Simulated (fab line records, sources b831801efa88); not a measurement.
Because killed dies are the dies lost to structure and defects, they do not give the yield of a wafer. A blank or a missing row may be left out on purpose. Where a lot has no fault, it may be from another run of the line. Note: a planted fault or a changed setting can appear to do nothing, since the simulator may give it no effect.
Chamber matching || flow gf180mcu || GF_V3_CVD_02 on pecvd-03 has 3 sister chambers
The step deposits SiO2 from TEOS, target thk 850 nm, time 94.851 s. 3 wafers are shown with their chamber, then 9 later ones without.

WAFERS, EACH WITH ITS CHAMBER
{"wafer": "L087.5", "chamber": 2, "heaterPowerW (W)": 617}
{"wafer": "L088.3", "chamber": 0, "heaterPowerW (W)": 761}
{"wafer": "L088.4", "chamber": 1, "heaterPowerW (W)": 653}

WAFERS WHOSE CHAMBER IS MISSING
{"wafer": "L089.1", "heaterPowerW (W)": 827}
{"wafer": "L089.2", "heaterPowerW (W)": 621}
{"wafer": "L089.3", "heaterPowerW (W)": 526}
{"wafer": "L093.1", "heaterPowerW (W)": 650}
{"wafer": "L093.2", "heaterPowerW (W)": 713}
{"wafer": "L093.5", "heaterPowerW (W)": 543}
{"wafer": "L093.3", "heaterPowerW (W)": 761}
{"wafer": "L093.4", "heaterPowerW (W)": 655}
{"wafer": "L093.6", "heaterPowerW (W)": 821}

WHICH CHAMBER EACH WENT THROUGH
{"wafer": "L089.1", "from the rows above": 0, "in truth": 0}
{"wafer": "L089.2", "from the rows above": "can't be placed: 2 or 1", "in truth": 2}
{"wafer": "L089.3", "from the rows above": "can't be placed: 2 or 1", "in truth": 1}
{"wafer": "L093.1", "from the rows above": "can't be placed: 1 or 2", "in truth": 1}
{"wafer": "L093.2", "from the rows above": "can't be placed: 0 or 1 or 2", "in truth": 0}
{"wafer": "L093.5", "from the rows above": "can't be placed: 2 or 1", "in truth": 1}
{"wafer": "L093.3", "from the rows above": 0, "in truth": 0}
{"wafer": "L093.4", "from the rows above": "can't be placed: 1 or 2", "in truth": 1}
{"wafer": "L093.6", "from the rows above": 0, "in truth": 0}
Placed correctly: 3 of 9. Can't be placed from these rows: 6 (the true chamber is among the candidates in 6). 0 placed wrongly.
How it was worked out, from the rows above alone: a wafer's distance from a chamber is the root of the sum, over the readings, of the square of ((its reading less the chamber's mean) divided by the reading's scatter). If the next closest chamber is less than 2 further off than the closest, the wafer can't be placed; otherwise it belongs to the closest. A chamber's mean is the mean of its shown wafers. The scatter: with one shown wafer a chamber, the root of the mean of the squares of how far each hidden wafer lies from its nearest shown one.
